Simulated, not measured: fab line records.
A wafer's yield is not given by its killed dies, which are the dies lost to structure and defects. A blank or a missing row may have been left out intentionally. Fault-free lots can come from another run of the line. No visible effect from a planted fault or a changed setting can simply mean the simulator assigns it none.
Chamber matching || flow gf180mcu || GF_CONTACT_CVD_02 on pecvd-02: 3 sister chambers
The step deposits SiO2 from TEOS, target thk 860 nm, time 95.992 s. 14 wafers are shown with their chamber, then 7 later ones without.

## WAFERS PAIRED WITH THEIR CHAMBERS
{"wafer": "L188.1", "chamber": 1, "heater power w (W)": 687}
{"wafer": "L188.2", "chamber": 0, "heater power w (W)": 503}
{"wafer": "L188.5", "chamber": 1, "heater power w (W)": 730}
{"wafer": "L196.2", "chamber": 1, "heater power w (W)": 641}
{"wafer": "L196.5", "chamber": 1, "heater power w (W)": 727}
{"wafer": "L196.6", "chamber": 2, "heater power w (W)": 677}
{"wafer": "L202.1", "chamber": 1, "heater power w (W)": 750}
{"wafer": "L202.4", "chamber": 0, "heater power w (W)": 482}
{"wafer": "L202.6", "chamber": 1, "heater power w (W)": 782}
{"wafer": "L205.1", "chamber": 2, "heater power w (W)": 630}
{"wafer": "L205.3", "chamber": 1, "heater power w (W)": 723}
{"wafer": "L205.4", "chamber": 0, "heater power w (W)": 558}
{"wafer": "L206.2", "chamber": 0, "heater power w (W)": 522}
{"wafer": "L206.5", "chamber": 0, "heater power w (W)": 554}

SIGNATURES (means of the wafers above)
{"reading": "heater power w", "chamber 0": 523.80, "chamber 1": 720.00, "chamber 2": 653.50, "scatter within a chamber": 40}
Rule: for each reading, subtract the chamber's mean from the wafer's reading, divide by that reading's scatter and square the result; add these up over the readings and take the root, which gives the wafer's distance from the chamber. The wafer belongs to the nearest chamber; if the next one is less than 2 further off, it can't be placed. The scatter is the square root of a quotient: the sum, over the shown wafers, of each reading's squared deviation from its chamber's mean, divided by wafers minus chambers.

## WAFERS WHOSE CHAMBER IS MISSING
{"wafer": "L206.6", "heater power w (W)": 661}
{"wafer": "L210.3", "heater power w (W)": 591}
{"wafer": "L210.4", "heater power w (W)": 649}
{"wafer": "L210.5", "heater power w (W)": 460}
{"wafer": "L211.2", "heater power w (W)": 530}
{"wafer": "L211.4", "heater power w (W)": 573}
{"wafer": "L211.6", "heater power w (W)": 710}

## WHICH CHAMBER EACH ONE RAN IN
{"wafer": "L206.6", "from the rows above": "can't be placed: 2 or 1", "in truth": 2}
{"wafer": "L210.3", "from the rows above": "can't be placed: 2 or 0 or 1", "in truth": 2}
{"wafer": "L210.4", "from the rows above": "can't be placed: 2 or 1", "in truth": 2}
{"wafer": "L210.5", "from the rows above": 0, "in truth": 0}
{"wafer": "L211.2", "from the rows above": 0, "in truth": 0}
{"wafer": "L211.4", "from the rows above": "can't be placed: 0 or 2", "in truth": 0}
{"wafer": "L211.6", "from the rows above": "can't be placed: 1 or 2", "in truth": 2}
Placed correctly: 2 of 7. Cannot be placed on the basis of these rows: 5; the candidates contain the true chamber in 5. Number placed wrongly: 0.
